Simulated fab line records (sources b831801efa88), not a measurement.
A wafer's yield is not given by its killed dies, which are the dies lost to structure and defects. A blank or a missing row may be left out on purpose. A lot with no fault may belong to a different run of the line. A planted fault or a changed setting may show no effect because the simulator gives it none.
Matching of chambers -- flow sky130 -- cmp-02 running SKY_VIA1_CMP_24: 4 sister chambers
The step polishes, stops on SiO2, t overpolish 15 s, target thk 0 nm. 4 wafers are shown with their chamber, then 12 later ones without.

## WAFERS WITH THEIR CHAMBER
wafer,chamber,motor current A (A)
L090.6,1,12.4
L091.2,2,10.9
L091.3,0,10.3
L091.6,3,12.2

## WAFERS MISSING THEIR CHAMBER
wafer,motor current A (A)
L092.1,10.4
L092.3,10.0
L092.5,11.1
L093.1,11.7
L093.3,12.0
L093.6,11.1
L095.3,10.6
L095.4,11.6
L095.6,12.4
L097.2,10.0
L097.3,11.1
L097.5,9.7

## WHICH CHAMBER EACH WENT THROUGH
wafer,from the rows above,in truth
L092.1,can't be placed: 0 or 2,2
L092.3,can't be placed: 0 or 2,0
L092.5,can't be placed: 2 or 0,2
L093.1,can't be placed: 3 or 1 or 2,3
L093.3,can't be placed: 3 or 1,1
L093.6,can't be placed: 2 or 0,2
L095.3,can't be placed: 0 or 2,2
L095.4,can't be placed: 3 or 2 or 1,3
L095.6,can't be placed: 1 or 3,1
L097.2,can't be placed: 0 or 2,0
L097.3,can't be placed: 2 or 0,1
L097.5,can't be placed: 0 or 2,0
0 of 12 placed correctly. From these rows, 12 cannot be placed; in 11 the true chamber is one of the candidates. Number placed wrongly: 0.
How it was worked out, from the rows above alone: a wafer's distance from a chamber is the root of the sum, over the readings, of the square of ((its reading less the chamber's mean) divided by the reading's scatter). If the next closest chamber is less than 2 further off than the closest, the wafer can't be placed; otherwise it belongs to the closest. A chamber's mean is the mean of its shown wafers. The scatter: root of mean squared gap, hidden wafer to nearest shown wafer, with one shown wafer a chamber.
